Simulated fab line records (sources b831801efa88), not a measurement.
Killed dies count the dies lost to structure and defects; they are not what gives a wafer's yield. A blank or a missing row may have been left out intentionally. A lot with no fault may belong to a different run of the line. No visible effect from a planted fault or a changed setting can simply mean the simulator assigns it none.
Comparing a struck lot with a sound one | flow gf180mcu | 24 out of 602 route steps
Sound: these wafers, L698.2, L698.4, L698.6. The struck wafers were L700.2, L700.4, L700.5. Last of all comes the cause.
At each step with rows: each side's tool, then ch and its chambers, then its first start. Under that, the readings that differ: sound wafers | struck wafers | difference of the means | sigmas: that difference in standard deviations of wafers without a fault.
alike: readings whose means differ by less than 2 such deviations, and words and numbers that are the same on both sides. not compared: withheld readings, readings that some wafer has no value for, bounds like >300 that may hide the same value, and numbers for which the record gives no deviation and whose values overlap.
Wherever a step has rows on one side only, a row that says differs or no value, or a row with sigmas, the two part there. Non-overlapping numbers with no deviation appear without sigmas and do not part them. A reading that every wafer of one side lacks parts them only if that side has two wafers or more.

GF_M3_STRIP_17: strips in O2/N2.
  sound on plasma asher-03 ch 0, day 25 16:53; struck on plasma asher-04 ch 0,1, day 26 10:47
  reading                     | sound       | struck      | difference | sigmas
  drypump motor current A (A) | 6.6 6.6 6.6 | 5.6 5.2 5.2 | -1.3       | -2
  alike: chamber pressure mTorr, heater power w, oes product au, strip time to endpoint s
  not compared: rf hours counter h
then, 3 steps without rows for these wafers: GF_M3_STRIP_18 (strips in post etch residue remover, time 1200 s); GF_M3_CLEAN_19 (cleans in DIW); GF_V3_CVD_00 (deposits SiO2, target thk 600 nm, time 100 s).
GF_V3_THK_MEAS_01:
  sound on film metro-02, day 25 17:31; struck on film metro-04, day 26 11:25
  alike: V3_CVD_00_THK
GF_V3_CVD_02: deposits SiO2 from TEOS, target thk 850 nm, time 94.851 s.
  sound on pecvd-02 ch 1,2, day 25 17:34; struck on pecvd-04 ch 0,1,2, day 26 11:28
  alike: heater power w, rf fwd power W
GF_V3_THK_MEAS_03:
  sound on film metro-01, day 25 17:38; struck on film metro-02, day 26 11:32
  reading            | sound       | struck      | difference | sigmas
  V3_CVD_02_THK (nm) | 837 842 846 | 862 864 866 | +22        | +2
GF_V3_CMP_04: polishes SiO2.
  sound on cmp-01 ch 1,2,3, day 25 17:44; struck on cmp-02 ch 0,1,3, day 26 11:38
  reading                | sound    | struck   | difference | sigmas
  time to endpoint s (s) | 74 78 75 | 87 86 89 | +12        | +2
  alike: motor current A
GF_V3_BOW_MEAS_05:
  sound on film metro-04, day 25 18:01; struck on film metro-02, day 26 11:55
  alike: V3_BOW
then, 3 steps without rows for these wafers: GF_V3_DEHYDRATE_06 (time 60 s); GF_V3_HMDS_07 (prime time 60 s); GF_V3_COAT_08.
GF_V3_COAT_09: resist thk 1000 nm.
  sound on litho track-02 ch 0, day 26 04:00; struck on litho track-02 ch 0, day 26 21:00
  reading                             | sound           | struck            | difference | sigmas
  model.KrF_of_V3_COAT_09.thk nm (nm) | 1001 1000 999.7 | 958.3 955.6 959.1 | -42.6      |
then, 3 steps without rows for these wafers: GF_V3_SOFTBAKE_10 (time 60 s); GF_V3_EXPOSE_11 (exposes mask Via3, target cd 260 nm); GF_V3_PEB_12 (peb time 90 s).
GF_V3_DEVELOP_13: develop time 60 s.
  sound on litho track-03 ch 0, day 26 14:51; struck on litho track-03 ch 0, day 27 07:21
  reading                             | sound             | struck            | difference | sigmas
  model.KrF_of_V3_COAT_09.thk nm (nm) | 985.9 985.3 984.8 | 943.4 940.6 944.2 | -42.6      |
GF_V3_CD_MEAS_14 targets a cd of 260 nm.
  sound on cd sem-02, day 26 14:59; struck on cd sem-01, day 27 07:29
  reading    | sound             | struck            | difference | sigmas
  cd nm (nm) | 257.4 258.7 259.0 | 263.5 262.5 263.2 | +4.7       | +4
GF_V3_OVL_MEAS_15:
  sound on overlay-02, day 26 15:06; struck on overlay-01, day 27 07:36
  alike: V3_OVL
GF_V3_ETCH_16: etches BARC in N2/H2.
  sound on rie diel-04 ch 1,2, day 26 15:08; struck on rie diel-02 ch 0,2, day 27 07:38
  alike: chamber pressure mTorr, drypump motor current A, oes product au, rf fwd power W, throttle valve pct
GF_V3_ETCH_17: etches SiO2 in C4F8/O2/Ar, stops on TiN, target depth 635 nm.
  sound: rie diel-04 ch 1,2; struck: rie diel-02 ch 0,2
  alike: chamber pressure mTorr, oes product au, rf fwd power W
GF_V3_STRIP_18: strips in O2/N2.
  sound on plasma asher-03 ch 0,1, day 26 15:16; struck on plasma asher-03 ch 1, day 27 07:46
  reading               | sound             | struck            | difference | sigmas
  oes product au (a.u.) | 0.600 0.594 0.595 | 0.579 0.576 0.570 | -0.021     | -5
  alike: chamber pressure mTorr, drypump motor current A, heater power w
  not compared: rf hours counter h
then, 1 step without rows for these wafers: GF_V3_STRIP_19 (strips in post etch residue remover, time 1200 s).
GF_PASSIVATION_PROBE_99:
  the record holds rows for the sound wafers here (prober-01, day 32 14:02) but none for the struck ones

## WHERE THEY PART
Earliest at GF_M3_STRIP_17; latest, in this record, at GF_PASSIVATION_PROBE_99.

WHY: what the simulator had put in
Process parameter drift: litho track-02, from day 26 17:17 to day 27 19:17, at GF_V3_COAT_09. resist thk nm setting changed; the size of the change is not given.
